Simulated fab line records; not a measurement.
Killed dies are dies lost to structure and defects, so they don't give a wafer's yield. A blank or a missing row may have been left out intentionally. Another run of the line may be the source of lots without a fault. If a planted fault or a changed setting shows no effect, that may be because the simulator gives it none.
fab line records    flow gf180mcu
[record] lots = 5  wafers = 23
route steps=602 shown CONTACT@303 M1@317 V1@337 M2@366 V2@394
start_h: hours from the record's first day to the start of the lot's first wafer shown    wait_h: hours elapsed since this lot's preceding step    " same as the row above    L1.1+2: a single row standing in for several wafers    - no value, or no start was given    * or withheld: withheld    < > ~ a bound
route shown NAME@n: a module of which the file shows steps, and the number in the route of the first    usual: the fault-free wafers' mean and standard deviation    same: alike in all rows    chamber/n: place in a boat    sites: each site's reading    _std_site: how widely they spread, as a standard deviation    _edge_site: mean of outer sites minus mean of inner sites    radius_mm: how far each site lies from the wafer's centre    mask NAME#n: copy n    behind: the most recent tool/chamber to have shaped the wafer    hold: why the lot went on hold/how many hours it stayed there/how the hold came to an end    device: the n, p or np transistor that did not switch    end of line: the route-end tests of the same wafers    step lacking rows: just its recipe    killed: count of dies lost to structure and defects at first sort (not the wafer's yield)    map: shows each die of a wafer: x if killed, . if not, _ if none is there
set.NAME: the setting as run; set.NAME@STEP: as run at that earlier step    model.NAME: the simulator's own value behind a step, which no gauge read
lots with deliberately changed settings; one table per step, one row per wafer
[[steps]]
[step GF_CONTACT_ETCH_16]
[recipe] chemistry = N2/H2  target_depth_a = withheld  overetch_a = withheld  time_s = withheld  target = BARC  ion_energy_ev = 200  source_w = 500  bias_w = 100  pressure_mtorr = 30  n2_flow_sccm = 100  h2_flow_sccm = 200
lot.wafer       tool         chamber    start_h  wait_h  set.ion_energy_ev
L074.1+2+3      rie_diel-03  0,2,2      360.89   0.0     200
L078.1+4        rie_diel-01  2,0        395.66   0.0     200
L078.2+3+6      "            0,3,2      "        "       176.6
L081.1+3+4+5+6  rie_diel-04  1,0,3,2,1  424.18   0.0     200
L082.1+3+4+5+6  rie_diel-04  3,2,1,2,3  429.18   0.0     200
L085.1+3+4      rie_diel-04  1,0,0      470.24   0.0     212.8
L085.2+6        "            2          "        "       200
[step GF_CONTACT_ETCH_17]
[recipe] chemistry = C4F8/O2/Ar  mask_material = KrF  target = SiO2  stop_on = CoSi2  source_w = 1500  bias_w = 1200  pressure_mtorr = 40  c4f8_flow_sccm = withheld  O2_flow_sccm = 6  Ar_flow_sccm = 300  time_s = withheld  target_depth_a = 8600
lot.wafer  tool         chamber  start_h  wait_h  set.leave_above_ref_nm@CONTACT_CMP_04  model.CONTACT.feature_depth_nm
L074.1     rie_diel-03  0        -        -       560                                    863.9
L074.2     "            2        "        "       560                                    865.6
L074.3     "            2        "        "       560                                    863
L078.1     rie_diel-01  2        -        -       560                                    859.1
L078.2     "            0        "        "       560                                    862
L078.3     "            3        "        "       560                                    865.3
L078.4     "            0        "        "       560                                    862.9
L078.6     "            2        "        "       560                                    858.1
L081.1     rie_diel-04  1        -        -       560                                    862.8
L081.3     "            0        "        "       577.3                                  879.3
L081.4     "            3        "        "       577.3                                  880.3
L081.5     "            2        "        "       560                                    862.2
L081.6     "            1        "        "       560                                    859.8
L082.1     rie_diel-04  3        -        -       521.2                                  823.7
L082.3     "            2        "        "       560                                    862.8
L082.4     "            1        "        "       560                                    858.2
L082.5     "            2        "        "       521.2                                  825.6
L082.6     "            3        "        "       521.2                                  825.1
L085.1     rie_diel-04  1        -        -       560                                    858.8
L085.2     "            2        "        "       560                                    858.6
L085.3     "            0        "        "       560                                    861.2
L085.4     "            0        "        "       560                                    860.4
L085.6     "            2        "        "       560                                    864.9
[step GF_CONTACT_CVD_24]
[recipe] material = W  target_thk_nm = 300  time_s = 90.339  temp_c = 400  pressure_torr = 40
lot.wafer  tool      chamber  start_h  wait_h  set.temp_c  model.W_of_CONTACT_CVD_24.thk_nm
L074.1     cvd_w-02  0        361.64   0.0     400         298.5
L074.2     "         1        "        "       400         300
L074.3     "         0        "        "       400         299.2
L078.1     cvd_w-02  1        396.23   0.0     400         298.9
L078.2     "         0        "        "       391.8       254
L078.3     "         0        "        "       400         297
L078.4     "         1        "        "       391.8       255.7
L078.6     "         0        "        "       400         296.1
L081.1     cvd_w-02  0        424.77   0.0     407.3       342.7
L081.3     "         1        "        "       400         301.3
L081.4     "         0        "        "       407.3       343.1
L081.5     "         0        "        "       400         300.6
L081.6     "         1        "        "       400         299.6
L082.1     cvd_w-02  1        429.74   0.0     400         305.6
L082.3+6   "         1,0      "        "       400         306.5
L082.4     "         0        "        "       400         303.6
L082.5     "         1        "        "       400         305.7
L085.1     cvd_w-02  0        470.80   0.0     400         298.6
L085.2     "         1        "        "       400         304.8
L085.3     "         1        "        "       400         302
L085.4     "         0        "        "       405.9       334.4
L085.6     "         1        "        "       405.9       336.8
[step GF_CONTACT_RS_MEAS_25]
[recipe] thk_meas_gauge = four-point-probe  reads = W_of_CONTACT_CVD_24+TiN_of_CONTACT_SPUTTER_23+Ti_of_CONTACT_SPUTTER_22
[usual] CONTACT_W_RS = 0.383/0.0043
lot.wafer  tool           chamber  start_h  wait_h  set.temp_c@CONTACT_CVD_24  CONTACT_W_RS[ohm/sq]
L074.1     film_metro-01  -        361.74   0.1     400                        0.385
L074.2     "              -        "        "       400                        0.382
L074.3     "              -        "        "       400                        0.384
L078.1     film_metro-03  -        396.33   0.1     400                        0.383
L078.2     "              -        "        "       391.8                      0.453
L078.3     "              -        "        "       400                        0.386
L078.4     "              -        "        "       391.8                      0.449
L078.6     "              -        "        "       400                        0.388
L081.1     film_metro-03  -        424.87   0.1     407.3                      0.334
L081.3     "              -        "        "       400                        0.380
L081.4     "              -        "        "       407.3                      0.333
L081.5     "              -        "        "       400                        0.381
L081.6     "              -        "        "       400                        0.383
L082.1     film_metro-03  -        429.84   0.1     400                        0.374
L082.3     "              -        "        "       400                        0.374
L082.4     "              -        "        "       400                        0.377
L082.5     "              -        "        "       400                        0.374
L082.6     "              -        "        "       400                        0.373
L085.1     film_metro-02  -        470.90   0.1     400                        0.383
L085.2     "              -        "        "       400                        0.377
L085.3     "              -        "        "       400                        0.380
L085.4     "              -        "        "       405.9                      0.342
L085.6     "              -        "        "       405.9                      0.340
[step GF_CONTACT_THK_MEAS_26]
[recipe] thk_meas_gauge = xrf  reads = W_of_CONTACT_CVD_24
[usual] CONTACT_W_THK = 302/3.6
lot.wafer  tool           chamber  start_h  wait_h  set.temp_c@CONTACT_CVD_24  CONTACT_W_THK[nm]
L074.1     film_metro-01  -        361.86   0.1     400                        300
L074.2     "              -        "        "       400                        303
L074.3     "              -        "        "       400                        302
L078.1     film_metro-03  -        396.45   0.1     400                        301
L078.2     "              -        "        "       391.8                      255
L078.3     "              -        "        "       400                        299
L078.4     "              -        "        "       391.8                      258
L078.6     "              -        "        "       400                        298
L081.1     film_metro-03  -        424.99   0.1     407.3                      347
L081.3     "              -        "        "       400                        304
L081.4     "              -        "        "       407.3                      346
L081.5     "              -        "        "       400                        303
L081.6     "              -        "        "       400                        301
L082.1     film_metro-03  -        429.96   0.1     400                        307
L082.3     "              -        "        "       400                        309
L082.4     "              -        "        "       400                        305
L082.5     "              -        "        "       400                        306
L082.6     "              -        "        "       400                        310
L085.1     film_metro-02  -        471.02   0.1     400                        304
L085.2     "              -        "        "       400                        309
L085.3     "              -        "        "       400                        309
L085.4     "              -        "        "       405.9                      343
L085.6     "              -        "        "       405.9                      343
[step GF_M1_SPUTTER_02]
[recipe] material = AlCu  target_thk_nm = 450  power_w = 10600  time_s = 23.9  chamber_pressure_pa = 0.4
lot.wafer  tool            chamber  start_h  wait_h  set.time_s  model.AlCu_of_M1_SPUTTER_02.thk_nm
L074.1     pvd_sputter-01  -        362.35   0.0     23.9        451.6
L074.2     "               -        "        "       23.9        448.3
L074.3     "               -        "        "       23.9        448.8
L078.1     pvd_sputter-04  -        396.94   0.0     23.9        444.9
L078.2     "               -        "        "       23.9        449.1
L078.3     "               -        "        "       23.9        450.8
L078.4     "               -        "        "       23.9        450.7
L078.6     "               -        "        "       23.9        446.9
L081.1     pvd_sputter-01  -        425.73   0.0     22.92       436.3
L081.3     "               -        "        "       23.9        455.8
L081.4     "               -        "        "       23.9        456.2
L081.5     "               -        "        "       23.9        454
L081.6     "               -        "        "       22.92       434.4
L082.1     pvd_sputter-01  -        430.45   0.0     23.9        451.8
L082.3     "               -        "        "       23.9        449.3
L082.4     "               -        "        "       22.2        419.5
L082.5     "               -        "        "       22.2        416.4
L082.6     "               -        "        "       23.9        447.1
L085.1     pvd_sputter-01  -        471.56   0.0     23.9        453.6
L085.2     "               -        "        "       23.9        449
L085.3     "               -        "        "       23.9        451.6
L085.4     "               -        "        "       23.9        449.3
L085.6     "               -        "        "       23.9        452.5
[step GF_M1_SPUTTER_03]
[recipe] material = Ti  target_thk_nm = 10  substrate_temp_c = 300  chamber_pressure_pa = 0.3  power_w = 3000  time_s = 6.7
[step GF_M1_SPUTTER_04]
[recipe] material = TiN  target_thk_nm = 50  power_w = 6500  time_s = 42.86  chamber_pressure_pa = 0.4
[step GF_M1_RS_MEAS_05]
[recipe] thk_meas_gauge = four-point-probe  reads = TiN_of_M1_SPUTTER_04+Ti_of_M1_SPUTTER_03+AlCu_of_M1_SPUTTER_02+TiN_of_M1_SPUTTER_01+Ti_of_M1_SPUTTER_00
[usual] M1_ALCU_RS = 0.0694/0.00054
lot.wafer  tool           chamber  start_h  wait_h  set.time_s@M1_SPUTTER_02  M1_ALCU_RS[ohm/sq]
L074.1     film_metro-04  -        362.44   0.0     23.9                      0.0693
L074.2     "              -        "        "       23.9                      0.0697
L074.3     "              -        "        "       23.9                      0.0696
L078.1     film_metro-03  -        397.03   0.0     23.9                      0.0701
L078.2     "              -        "        "       23.9                      0.0696
L078.3     "              -        "        "       23.9                      0.0694
L078.4     "              -        "        "       23.9                      0.0693
L078.6     "              -        "        "       23.9                      0.0700
L081.1     film_metro-04  -        425.82   0.0     22.92                     0.0718
L081.3     "              -        "        "       23.9                      0.0687
L081.4     "              -        "        "       23.9                      0.0687
L081.5     "              -        "        "       23.9                      0.0688
L081.6     "              -        "        "       22.92                     0.0720
L082.1     film_metro-04  -        430.54   0.0     23.9                      0.0690
L082.3     "              -        "        "       23.9                      0.0697
L082.4     "              -        "        "       22.2                      0.0747
L082.5     "              -        "        "       22.2                      0.0750
L082.6     "              -        "        "       23.9                      0.0698
L085.1     film_metro-02  -        471.65   0.0     23.9                      0.0689
L085.2     "              -        "        "       23.9                      0.0696
L085.3     "              -        "        "       23.9                      0.0691
L085.4     "              -        "        "       23.9                      0.0698
L085.6     "              -        "        "       23.9                      0.0691
[step GF_M1_THK_MEAS_06]
[recipe] thk_meas_gauge = xrf  reads = AlCu_of_M1_SPUTTER_02
[usual] M1_ALCU_THK = 447/3.8
lot.wafer  tool           chamber  start_h  wait_h  set.time_s@M1_SPUTTER_02  M1_ALCU_THK[nm]
L074.1     film_metro-04  -        362.56   0.1     23.9                      448
L074.2     "              -        "        "       23.9                      446
L074.3     "              -        "        "       23.9                      446
L078.1     film_metro-03  -        397.15   0.1     23.9                      441
L078.2     "              -        "        "       23.9                      446
L078.3     "              -        "        "       23.9                      449
L078.4     "              -        "        "       23.9                      450
L078.6     "              -        "        "       23.9                      446
L081.1     film_metro-04  -        425.94   0.1     22.92                     436
L081.3     "              -        "        "       23.9                      452
L081.4     "              -        "        "       23.9                      455
L081.5     "              -        "        "       23.9                      451
L081.6     "              -        "        "       22.92                     431
L082.1     film_metro-04  -        430.66   0.1     23.9                      449
L082.3     "              -        "        "       23.9                      446
L082.4     "              -        "        "       22.2                      421
L082.5     "              -        "        "       22.2                      414
L082.6     "              -        "        "       23.9                      444
L085.1     film_metro-02  -        471.77   0.1     23.9                      448
L085.2     "              -        "        "       23.9                      447
L085.3     "              -        "        "       23.9                      448
L085.4     "              -        "        "       23.9                      446
L085.6     "              -        "        "       23.9                      448
[step GF_M1_PEB_12]
[recipe] peb_temp_c = 135  peb_time_s = 90  resist = KrF
lot.wafer       tool            chamber  start_h  wait_h  set.peb_temp_c
L074.1+2+3      litho_track-01  0        -        -       135
L078.1+2+3+4+6  litho_track-03  0        -        -       135
L081.1+3        litho_track-01  0        -        -       135
L081.4+5+6      "               0        "        "       131
L082.1+4        litho_track-03  0        -        -       135
L082.3+5+6      "               0        "        "       133
L085.1+2+4      litho_track-01  0        -        -       135
L085.3+6        "               0        "        "       133
[step GF_M1_DEVELOP_13]
[recipe] develop_time_s = 60  dev_temp_c = 21
[step GF_M1_CD_MEAS_14]
[recipe] target_cd_nm = 230
[usual] cd_nm = 230.1/1.1
lot.wafer  tool       chamber  start_h  wait_h  set.peb_temp_c@M1_PEB_12  cd_nm
L074.1     cd_sem-02  -        383.74   0.1     135                       230.8
L074.2     "          -        "        "       135                       231.0
L074.3     "          -        "        "       135                       230.6
L078.1     cd_sem-02  -        420.64   0.1     135                       229.6
L078.2     "          -        "        "       135                       230.3
L078.3     "          -        "        "       135                       229.8
L078.4     "          -        "        "       135                       229.3
L078.6     "          -        "        "       135                       230.2
L081.1     cd_sem-02  -        449.79   0.1     135                       230.5
L081.3     "          -        "        "       135                       229.9
L081.4     "          -        "        "       131                       244.0
L081.5     "          -        "        "       131                       243.5
L081.6     "          -        "        "       131                       243.7
L082.1     cd_sem-02  -        454.53   0.1     135                       229.3
L082.3     "          -        "        "       133                       235.9
L082.4     "          -        "        "       135                       230.8
L082.5     "          -        "        "       133                       235.4
L082.6     "          -        "        "       133                       235.9
L085.1     cd_sem-02  -        495.59   0.1     135                       228.6
L085.2     "          -        "        "       135                       228.1
L085.3     "          -        "        "       133                       232.9
L085.4     "          -        "        "       135                       227.9
L085.6     "          -        "        "       133                       233.8
[step GF_M1_METAL_ETCH_16]
[recipe] chemistry = Cl2/BCl3  mask_material = KrF  target_depth_nm = 627.5  stop_on = SiO2  pressure_mtorr = 8  icp_w = 800  bias_w = 140  Cl2_flow_sccm = 80  bcl3_flow_sccm = 40  time_s = 104.6
lot.wafer  tool          chamber  start_h  wait_h  set.peb_temp_c@M1_PEB_12  model.M1.cd_nm
L074.1     rie_metal-01  1        383.89   0.0     135                       229.4
L074.2     "             0        "        "       135                       229.8
L074.3     "             1        "        "       135                       230.1
L078.1     rie_metal-03  0        420.79   0.0     135                       231.8
L078.2     "             1        "        "       135                       231.3
L078.3     "             1        "        "       135                       228.4
L078.4     "             0        "        "       135                       232.3
L078.6     "             0        "        "       135                       233.5
L081.1     rie_metal-03  0        449.94   0.0     135                       236.5
L081.3     "             1        "        "       135                       231.5
L081.4     "             0        "        "       131                       246.7
L081.5     "             0        "        "       131                       247.3
L081.6     "             1        "        "       131                       244
L082.1     rie_metal-03  1        454.69   0.0     135                       231.7
L082.3     "             0        "        "       133                       239.4
L082.4     "             1        "        "       135                       231.6
L082.5     "             1        "        "       133                       236.8
L082.6     "             0        "        "       133                       241.2
L085.1+4   rie_metal-01  1        495.74   0.0     135                       228.3
L085.2     "             0        "        "       135                       227.4
L085.3     "             0        "        "       133                       233.5
L085.6     "             1        "        "       133                       235.5
[step GF_V1_CVD_02]
[recipe] material = SiO2  target_thk_nm = 850  precursor = TEOS  temp_c = 400  time_s = 94.851  rf_w = 600
lot.wafer  tool      chamber  start_h  wait_h  set.time_s  model.SiO2_of_V1_CVD_02.thk_nm
L074.1     pecvd-01  0        384.67   0.1     94.851      842.4
L074.2     "         2        "        "       94.851      830.1
L074.3     "         1        "        "       94.851      840.8
L078.1     pecvd-03  0        421.57   0.1     94.851      833.3
L078.2     "         1        "        "       88.72       778.2
L078.3     "         2        "        "       88.72       772.4
L078.4     "         0        "        "       94.851      859.9
L078.6     "         2        "        "       94.851      840.7
L081.1     pecvd-01  2        450.72   0.1     94.851      842.2
L081.3     "         0        "        "       94.851      848.9
L081.4     "         0        "        "       94.851      867.9
L081.5     "         2        "        "       94.851      845.5
L081.6     "         1        "        "       94.851      852.5
L082.1     pecvd-02  2        455.49   0.1     94.851      852.5
L082.3     "         1        "        "       86.56       762.7
L082.4     "         1        "        "       94.851      861.2
L082.5     "         0        "        "       86.56       770.3
L082.6     "         2        "        "       94.851      856.4
L085.1     pecvd-02  1        496.53   0.1     105.7       928
L085.2     "         0        "        "       94.851      833.7
L085.3     "         2        "        "       94.851      841
L085.4     "         1        "        "       105.7       942.6
L085.6     "         0        "        "       94.851      846.6
[step GF_V1_THK_MEAS_03]
[recipe] reads = SiO2_of_V1_CVD_02
[usual] V1_CVD_02_THK = 846/10
lot.wafer  tool           chamber  start_h  wait_h  set.time_s@V1_CVD_02  V1_CVD_02_THK[nm]
L074.1     film_metro-01  -        384.74   0.0     94.851                842
L074.2     "              -        "        "       94.851                830
L074.3     "              -        "        "       94.851                841
L078.1     film_metro-02  -        421.64   0.0     94.851                834
L078.2     "              -        "        "       88.72                 778
L078.3     "              -        "        "       88.72                 772
L078.4     "              -        "        "       94.851                860
L078.6     "              -        "        "       94.851                841
L081.1     film_metro-01  -        450.79   0.0     94.851                842
L081.3     "              -        "        "       94.851                849
L081.4     "              -        "        "       94.851                868
L081.5     "              -        "        "       94.851                846
L081.6     "              -        "        "       94.851                853
L082.1     film_metro-04  -        455.56   0.0     94.851                853
L082.3     "              -        "        "       86.56                 763
L082.4     "              -        "        "       94.851                861
L082.5     "              -        "        "       86.56                 770
L082.6     "              -        "        "       94.851                856
L085.1     film_metro-01  -        496.60   0.0     105.7                 928
L085.2     "              -        "        "       94.851                833
L085.3     "              -        "        "       94.851                842
L085.4     "              -        "        "       105.7                 943
L085.6     "              -        "        "       94.851                847
[step GF_V1_CMP_04]
[recipe] material = SiO2  down_force_psi = 4  platen_rpm = 60  pad_velocity_m_s = 0.94248
[usual] time_to_endpoint_s = 79/5.3
lot.wafer  tool    chamber  start_h  wait_h  set.time_s@V1_CVD_02  time_to_endpoint_s
L074.3     cmp-02  3        384.80   0.0     94.851                83
L074.2     "       1        "        "       94.851                76
L074.1     "       2        "        "       94.851                79
L078.2     cmp-01  0        421.70   0.0     88.72                 51
L078.4     "       1        "        "       94.851                82
L078.1     "       2        "        "       94.851                73
L078.3     "       3        "        "       88.72                 50
L078.6     "       0        "        "       94.851                73
L081.4     cmp-01  0        450.85   0.0     94.851                90
L081.3     "       2        "        "       94.851                84
L081.1     "       3        "        "       94.851                81
L081.5     "       0        "        "       94.851                81
L081.6     "       1        "        "       94.851                84
L082.1     cmp-02  3        455.62   0.1     94.851                76
L082.3     "       0        "        "       86.56                 45
L082.4     "       1        "        "       94.851                80
L082.6     "       3        "        "       94.851                80
L082.5     "       0        "        "       86.56                 46
L085.4     cmp-02  1        496.66   0.0     105.7                 116
L085.2     "       2        "        "       94.851                74
L085.1     "       3        "        "       105.7                 109
L085.3     "       0        "        "       94.851                77
L085.6     "       1        "        "       94.851                78
[step GF_V1_SPUTTER_21]
[recipe] material = Ti  target_thk_nm = 15  chamber_pressure_pa = 5  power_w = 2500  substrate_temp_c = 200  time_s = 80.02
lot.wafer  tool            chamber  start_h  wait_h  set.time_s  model.Ti_of_V1_SPUTTER_21.thk_nm
L074.1     pvd_sputter-04  -        410.14   0.0     80.02       14.81
L074.2     "               -        "        "       80.02       14.77
L074.3     "               -        "        "       80.02       14.91
L078.1     pvd_sputter-03  -        447.39   0.0     80.02       14.78
L078.2     "               -        "        "       73.22       13.55
L078.3     "               -        "        "       80.02       14.72
L078.4     "               -        "        "       80.02       14.87
L078.6     "               -        "        "       73.22       13.52
L081.1     pvd_sputter-04  -        476.71   0.0     76.07       13.88
L081.3     "               -        "        "       80.02       14.67
L081.4     "               -        "        "       80.02       14.72
L081.5     "               -        "        "       76.07       13.87
L081.6     "               -        "        "       80.02       14.8
L082.1     pvd_sputter-04  -        480.41   0.0     69.44       12.93
L082.3     "               -        "        "       80.02       14.81
L082.4     "               -        "        "       80.02       14.75
L082.5     "               -        "        "       80.02       14.91
L082.6     "               -        "        "       69.44       12.73
L085.1     pvd_sputter-02  -        521.29   0.0     80.02       15.29
L085.2     "               -        "        "       80.02       15.41
L085.3     "               -        "        "       80.02       15.31
L085.4     "               -        "        "       70.45       13.6
L085.6     "               -        "        "       70.45       13.46
[step GF_M2_SPUTTER_04]
[recipe] material = TiN  target_thk_nm = 50  power_w = 6500  time_s = 41.7  chamber_pressure_pa = 0.4
lot.wafer  tool            chamber  start_h  wait_h  set.power_w  model.TiN_of_M2_SPUTTER_04.thk_nm
L074.1     pvd_sputter-01  -        411.01   0.0     6500         49.69
L074.2     "               -        "        "       6500         49.16
L074.3     "               -        "        "       6500         49.28
L078.1     pvd_sputter-01  -        448.26   0.0     6500         50.5
L078.2     "               -        "        "       6500         50.07
L078.3     "               -        "        "       6500         50.28
L078.4     "               -        "        "       6500         50.17
L078.6     "               -        "        "       6500         49.96
L081.1     pvd_sputter-01  -        477.58   0.0     6500         50.05
L081.3     "               -        "        "       7115         54.73
L081.4     "               -        "        "       7115         55.33
L081.5     "               -        "        "       6500         50.27
L081.6     "               -        "        "       6500         50.8
L082.1     pvd_sputter-01  -        481.28   0.0     6500         51.11
L082.3     "               -        "        "       6288         48.67
L082.4     "               -        "        "       6500         50.54
L082.5     "               -        "        "       6500         50.76
L082.6     "               -        "        "       6288         49.4
L085.1     pvd_sputter-03  -        522.16   0.0     6500         50.45
L085.2     "               -        "        "       6500         50.66
L085.3     "               -        "        "       6500         50.26
L085.4     "               -        "        "       6500         49.75
L085.6     "               -        "        "       6500         50.42
[step GF_V2_PEB_12]
[recipe] peb_temp_c = 135  peb_time_s = 90  resist = KrF
lot.wafer       tool            chamber  start_h  wait_h  set.peb_temp_c
L074.1+2+3      litho_track-04  0        -        -       135
L078.1+2+3+4+6  litho_track-02  0        -        -       135
L081.1+3+4      litho_track-02  0        -        -       136.8
L081.5+6        "               0        "        "       135
L082.1+3        litho_track-04  0        -        -       131
L082.4+5+6      "               0        "        "       135
L085.1+3        litho_track-02  0        -        -       138.3
L085.2+4+6      "               0        "        "       135
[[key]]
[split] step = GF_CONTACT_ETCH_16  setting = ion_energy_ev  stated = 200  by = wafer
response none clear
[split] step = GF_CONTACT_CVD_24  setting = temp_c  stated = 400  by = wafer
[response] step = GF_CONTACT_CVD_24  reading = model.W_of_CONTACT_CVD_24.thk_nm  change = +22.1  per = 1%  r = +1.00
[response] step = GF_CONTACT_RS_MEAS_25  reading = CONTACT_W_RS  change = -0.0288  per = 1%  r = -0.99
[response] step = GF_CONTACT_THK_MEAS_26  reading = CONTACT_W_THK  change = +22.6  per = 1%  r = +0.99
[split] step = GF_M1_SPUTTER_02  setting = time_s  stated = 23.9  by = wafer
[response] step = GF_M1_SPUTTER_02  reading = model.AlCu_of_M1_SPUTTER_02.thk_nm  change = +4.53  per = 1%  r = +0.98
[response] step = GF_M1_RS_MEAS_05  reading = M1_ALCU_RS  change = -0.000757  per = 1%  r = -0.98
[response] step = GF_M1_THK_MEAS_06  reading = M1_ALCU_THK  change = +4.23  per = 1%  r = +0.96
[split] step = GF_M1_PEB_12  setting = peb_temp_c  stated = 135  by = wafer
[response] step = GF_M1_CD_MEAS_14  reading = cd_nm  change = -4.28  per = 1%  r = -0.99
[response] step = GF_M1_METAL_ETCH_16  reading = model.M1.cd_nm  change = -4.27  per = 1%  r = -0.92
[split] step = GF_V1_CVD_02  setting = time_s  stated = 94.851  by = wafer
[response] step = GF_V1_CVD_02  reading = model.SiO2_of_V1_CVD_02.thk_nm  change = +9.32  per = 1%  r = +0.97
[response] step = GF_V1_THK_MEAS_03  reading = V1_CVD_02_THK  change = +9.34  per = 1%  r = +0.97
[response] step = GF_V1_CMP_04  reading = time_to_endpoint_s  change = *  per = 1%  r = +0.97
[split] step = GF_V1_SPUTTER_21  setting = time_s  stated = 80.02  by = wafer
[response] step = GF_V1_SPUTTER_21  reading = model.Ti_of_V1_SPUTTER_21.thk_nm  change = +0.151  per = 1%  r = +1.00
[split] step = GF_M2_SPUTTER_04  setting = power_w  stated = 6500  by = wafer
[response] step = GF_M2_SPUTTER_04  reading = model.TiN_of_M2_SPUTTER_04.thk_nm  change = +0.497  per = 1%  r = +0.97
[split] step = GF_V2_PEB_12  setting = peb_temp_c  stated = 135  by = wafer
response none in this file
split outside_this_file step=GF_CONTACT_CMP_04 setting=leave_above_ref_nm
// split outside_this_file: this setting was split too, and the file shows its column; the key of that split is in another file
